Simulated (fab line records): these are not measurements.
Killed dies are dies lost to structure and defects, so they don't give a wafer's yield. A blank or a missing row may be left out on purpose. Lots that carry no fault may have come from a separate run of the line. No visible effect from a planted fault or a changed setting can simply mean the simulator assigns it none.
Matching of chambers | flow sky130 | SKY_VIA4_ETCH_12 on rie_diel-01 has 4 sister chambers
The step etches SiO2 in C4F8/O2/Ar, stops on TiN, target depth 580 nm. 8 wafers are shown with their chamber, then 9 later ones without.

## WAFERS WITH THEIR CHAMBER
wafer  | chamber | rf_fwd_power_W (W) | oes_product_au (a.u.)
L082.1 | 2       | 1489               | 0.926
L082.4 | 1       | 1488               | 0.929
L082.5 | 0       | 1493               | 0.933
L085.2 | 1       | 1489               | 0.932
L085.4 | 2       | 1489               | 0.930
L086.2 | 3       | 1496               | 0.931
L086.3 | 0       | 1485               | 0.936
L086.5 | 3       | 1498               | 0.929

## WAFERS WITH NO CHAMBER GIVEN
wafer  | rf_fwd_power_W (W) | oes_product_au (a.u.)
L093.2 | 1490               | 0.912
L093.4 | 1489               | 0.934
L093.6 | 1489               | 0.934
L094.4 | 1486               | 0.921
L094.5 | 1498               | 0.923
L094.6 | 1492               | 0.931
L096.3 | 1499               | 0.918
L096.4 | 1496               | 0.926
L096.5 | 1492               | 0.928

## EACH ONE'S CHAMBER
wafer  | from the rows above               | in truth
L093.2 | can't be placed: 2 or 1 or 3      | 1
L093.4 | can't be placed: 0 or 1           | 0
L093.6 | can't be placed: 0 or 1           | 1
L094.4 | can't be placed: 2 or 1           | 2
L094.5 | can't be placed: 3 or 2 or 1      | 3
L094.6 | can't be placed: 1 or 2 or 3 or 0 | 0
L096.3 | can't be placed: 3 or 2 or 1      | 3
L096.4 | can't be placed: 3 or 2 or 1      | 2
L096.5 | can't be placed: 2 or 1 or 3      | 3
Correctly placed: 0 of 9. Not placeable from these rows: 9 (in 9, the candidates include the true chamber). Number placed wrongly: 0.
How it was worked out, from the rows above alone: a wafer's distance from a chamber is the root of the sum, over the readings, of the square of ((its reading less the chamber's mean) divided by the reading's scatter). The wafer belongs to the nearest chamber; if the next one is less than 2 further off, it can't be placed. The mean given for a chamber averages the wafers shown for that chamber. The scatter is the square root of a quotient: the sum, over the shown wafers, of each reading's squared deviation from its chamber's mean, divided by wafers minus chambers.
